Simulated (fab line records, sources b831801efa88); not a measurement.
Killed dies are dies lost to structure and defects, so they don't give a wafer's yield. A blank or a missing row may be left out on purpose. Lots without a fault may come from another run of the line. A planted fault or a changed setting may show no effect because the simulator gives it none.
Problem report in the 8D (eight disciplines) form, filled by code | flow sky130 | the parts of the form that need people (team, actions taken, sign-off) are left out

1. THE PROBLEM
oes_product_au at SKY_VIA2_ETCH_15 reads a mean of 0.994 a.u. on 1 wafer of 1 lot; wafers without a fault read 0.940 a.u. with a standard deviation of 0.0047. That is +11 standard deviations from the usual mean.
The step: etches SiO2 in C4F8/O2/Ar, stops on TiN, target depth 546 nm, time 84 s.
First seen on wafer L867.6, day 39 19:47, on rie_diel-03. The record holds 38 wafers of 13 lots with a number at this step. Rule for "out", or "out of limits": more than 4 standard deviations from the usual mean. The other wafers with a number count as sound.

2. WHAT IT IS AND WHAT IT IS NOT
question                    | is                | is not
which readings at this step | oes_product_au    | -
which lots                  | L867              | L856, L858, L859, L861, L862, L873, L874, L875, L876, L877, L878, L879
which wafers of those lots  | L867.6            | L867.1
read on which tools         | rie_diel-03       | rie_diel-02, rie_diel-04
when                        | from day 39 19:47 | up to then (16 sound wafers); but 21 sound wafers of L873, L874, L875, L876, L877, L878, L879 came after

3. SUSPECTS, AND WHAT RULES EACH OUT
Counting: a tool at a process step up to the reading stays a suspect if it ran every lot that is out. Sound lots after the first of them don't rule it out here, since some wafers of a struck lot are sound.
- pecvd-02 at SKY_CONTACT_CVD_00 (deposits Si3N4, target thk 75 nm): kept. It ran the lot that is out, L867 (day 34 06:30); its last sound lot up to then is L861 (day 31 19:16).
- rie_metal-04 at SKY_METAL2_ETCH_18 (etches BARC in N2/H2, stops on SiO2, time 45.9 s, target depth 60 nm): kept. It ran the lot that is out, L867 (day 38 17:53); its last sound lot up to then is L858 (day 36 06:17).
- cmp-02 at SKY_VIA2_CMP_02 (polishes SiO2): kept. It ran the lot that is out, L867 (day 38 19:04); its last sound lot up to then is L862 (day 37 18:20).
- rie_diel-03 at SKY_VIA2_ETCH_15 (etches SiO2 in C4F8/O2/Ar, stops on TiN, target depth 546 nm, time 84 s): kept. It ran the lot that is out, L867 (day 39 19:47); its last sound lot up to then is L862 (day 38 20:23). Its own readings are out on those wafers: oes_product_au.
- Within cmp-02 at SKY_VIA2_CMP_02: the wafers that are out ran in chamber 1; their sound lot-mates ran in chamber 0.
- Within rie_diel-03 at SKY_VIA2_ETCH_15: the wafers that are out ran in chamber 3; their sound lot-mates ran in chamber 1.
Left after counting: pecvd-02 at SKY_CONTACT_CVD_00, rie_metal-04 at SKY_METAL2_ETCH_18, cmp-02 at SKY_VIA2_CMP_02, rie_diel-03 at SKY_VIA2_ETCH_15.

4. THE CAUSE (what the simulator had put in)
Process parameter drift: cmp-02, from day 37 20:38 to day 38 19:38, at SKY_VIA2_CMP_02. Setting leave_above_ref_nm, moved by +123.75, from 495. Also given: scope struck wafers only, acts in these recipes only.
Counting left 4 suspects, and this tool is among them.

5. THE CHAIN OF EFFECTS, in route order
Each row: a reading whose mean over the struck wafers that have a number lies more than 3 standard deviations from the usual. Only readings for which the record gives a usual standard deviation are gone through. hours: the time from each lot's start at the first step in this table that gives one to its start at this step, as a median over the lots. sigmas: the change in usual standard deviations.
hours | step             | reading        | usual      | on struck wafers | change | sigmas
0     | SKY_VIA2_ETCH_15 | oes_product_au | 0.940 a.u. | 0.994            | +0.054 | +11
The process steps in it:
- SKY_VIA2_ETCH_15: etches SiO2 in C4F8/O2/Ar, stops on TiN, target depth 546 nm, time 84 s.

6. WHAT WOULD HAVE CAUGHT IT SOONER
In this record the first reading out of limits was taken at day 39 19:47, 47 hours after the fault began at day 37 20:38.
Of the tool readings at SKY_VIA2_CMP_02 for which the record gives a usual standard deviation, none was out on any struck wafer, so an alarm limit of 4 standard deviations on them would not have fired.
All the lots that are out (1) had begun SKY_VIA2_CMP_02 on cmp-02 by day 39 19:47. A hold on the tool at that time would have spared none of them.
